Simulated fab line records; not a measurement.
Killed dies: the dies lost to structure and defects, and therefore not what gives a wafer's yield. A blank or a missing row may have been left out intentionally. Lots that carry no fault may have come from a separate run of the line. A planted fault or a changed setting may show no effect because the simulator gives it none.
Commonality check across tools -- flow sky130 -- Sample size 11 lots and 33 wafers

WHY IT WAS OPENED
SKY_LDD_LDN_TW_MEAS_13, reading LDD_LDN_TW: flagged on 1 of 11 lots. Wafers without a fault read 1482, standard deviation 15.
Rule: a lot is flagged when every wafer of it that has a number lies more than 4 standard deviations from that mean, or none has a number. As for the other lots, they are considered sound.

lot,measured,on,"LDD_LDN_TW, wafer by wafer",flag
L288,day 25 16:54,film metro-03,30 30 30,FLAGGED
L294,day 27 11:16,film metro-02,1448 1457 1452,
L295,day 28 02:42,film metro-03,1498 1496 1490,
L296,day 28 11:26,film metro-03,1490 1489 1484,
L299,day 29 01:14,film metro-03,1494 1488 1488,
L300,day 29 05:10,film metro-03,1484 1499 1484,
L301,day 29 17:12,film metro-04,1480 1493 1489,
L302,day 30 01:38,film metro-02,1456 1460 1460,
L303,day 30 01:51,film metro-04,1482 1486 1492,
L304,day 30 07:18,film metro-03,1481 1483 1483,
L305,day 30 20:27,film metro-04,1484 1482 1490,
On average the flagged lots' numbers are 30, which is -1452 against the usual, or -97 standard deviations.

TOOL THAT RAN EACH LOT
The record holds 3 process steps before the reading, out of a route of 708 steps. Cell contents, in order: the tool; ch with the chambers the sampled wafers went through; the start.
lot,flag,SKY_GATE_OXIDE_STRIP_13,SKY_RES_PROTECT_STRIP_07,SKY_LDD_LDN_EXPOSE_04
L288,FLAGGED,"plasma asher-04 ch 0,1, day 16 06:25","plasma asher-01 ch 0,1, day 17 14:48","iline stepper-01 ch 0, day 25 01:02"
L294,,"plasma asher-01 ch 0,1, day 18 03:44","plasma asher-04 ch 0,1, day 19 18:07","iline stepper-02 ch 0, day 26 19:58"
L295,,"plasma asher-04 ch 0,1, day 18 17:29","plasma asher-01 ch 0,1, day 20 10:29","iline stepper-02 ch 0, day 27 12:08"
L296,,"plasma asher-01 ch 0,1, day 19 11:11","plasma asher-04 ch 0,1, day 20 20:29","iline stepper-01 ch 0, day 27 20:53"
L299,,"plasma asher-04 ch 0,1, day 20 02:07","plasma asher-04 ch 0,1, day 21 12:04","iline stepper-02 ch 0, day 28 11:34"
L300,,"plasma asher-03 ch 0,1, day 20 02:16","plasma asher-01 ch 0,1, day 21 12:44","iline stepper-01 ch 0, day 28 15:42"
L301,,"plasma asher-03 ch 0,1, day 20 20:58","plasma asher-02 ch 0,1, day 22 06:41","iline stepper-01 ch 0, day 29 03:21"
L302,,"plasma asher-01 ch 0,1, day 21 05:29","plasma asher-04 ch 0,1, day 22 15:29","iline stepper-01 ch 0, day 29 12:23"
L303,,"plasma asher-03 ch 0,1, day 21 05:41","plasma asher-01 ch 0,1, day 22 16:23","iline stepper-01 ch 0, day 29 12:40"
L304,,"plasma asher-03 ch 0,1, day 21 13:41","plasma asher-04 ch 0,1, day 22 23:32","iline stepper-01 ch 0, day 29 18:18"
L305,,"plasma asher-04 ch 0,1, day 22 04:13","plasma asher-01 ch 0,1, day 23 13:10","iline stepper-02 ch 0, day 30 07:17"
What the steps here do:
- SKY_GATE_OXIDE_STRIP_13: strips in O2/N2.
- SKY_RES_PROTECT_STRIP_07: strips in O2/N2.
- SKY_LDD_LDN_EXPOSE_04: exposes mask LDNTM, target cd 700 nm.
- SKY_LDD_LDN_TW_MEAS_13

FLAGGED OVER TOTAL, TOOL BY TOOL (the gauges that took the reading come last)
step,tool,lots run,flagged,share of the flagged lots,sound lots run after its first flagged lot
SKY_GATE_OXIDE_STRIP_13,plasma asher-01,3,0,none,-
SKY_GATE_OXIDE_STRIP_13,plasma asher-03,4,0,none,-
SKY_GATE_OXIDE_STRIP_13,plasma asher-04,4,1,all,"3 (L295,L299,L305)"
SKY_RES_PROTECT_STRIP_07,plasma asher-01,5,1,all,"4 (L295,L300,L303,L305)"
SKY_RES_PROTECT_STRIP_07,plasma asher-02,1,0,none,-
SKY_RES_PROTECT_STRIP_07,plasma asher-04,5,0,none,-
SKY_LDD_LDN_EXPOSE_04,iline stepper-01,7,1,all,"6 (L296,L300,L301,L302,L303,L304)"
SKY_LDD_LDN_EXPOSE_04,iline stepper-02,4,0,none,-
SKY_LDD_LDN_TW_MEAS_13,film metro-02,2,0,none,-
SKY_LDD_LDN_TW_MEAS_13,film metro-03,6,1,all,"5 (L295,L296,L299,L300,L304)"
SKY_LDD_LDN_TW_MEAS_13,film metro-04,3,0,none,-

WHAT THE TABLE ALLOWS
4 rows of the table ran every flagged lot: plasma asher-04 at SKY_GATE_OXIDE_STRIP_13, plasma asher-01 at SKY_RES_PROTECT_STRIP_07, iline stepper-01 at SKY_LDD_LDN_EXPOSE_04, film metro-03 at SKY_LDD_LDN_TW_MEAS_13.
- plasma asher-04 at SKY_GATE_OXIDE_STRIP_13 ran 4 lots, 1 of them flagged. Sound lots ran on it after the first flagged one (L295, L299, L305), which a lasting fault on the whole tool wouldn't allow.
- plasma asher-01 at SKY_RES_PROTECT_STRIP_07 ran 5 lots, 1 of them flagged. Sound lots ran on it after the first flagged one (L295, L300, L303, L305), which a lasting fault on the whole tool wouldn't allow.
- iline stepper-01 at SKY_LDD_LDN_EXPOSE_04 ran 7 lots, 1 of them flagged. Sound lots ran on it after the first flagged one (L296, L300, L301, L302, L303, L304), which a lasting fault on the whole tool wouldn't allow.
- film metro-03 at SKY_LDD_LDN_TW_MEAS_13 ran 6 lots, 1 of them flagged. Sound lots ran on it after the first flagged one (L295, L296, L299, L300, L304), which a lasting fault on the whole tool wouldn't allow.
None of the table's rows ran every flagged lot and, after the first, no sound lot.

WHAT THE SIMULATOR HAD PUT IN
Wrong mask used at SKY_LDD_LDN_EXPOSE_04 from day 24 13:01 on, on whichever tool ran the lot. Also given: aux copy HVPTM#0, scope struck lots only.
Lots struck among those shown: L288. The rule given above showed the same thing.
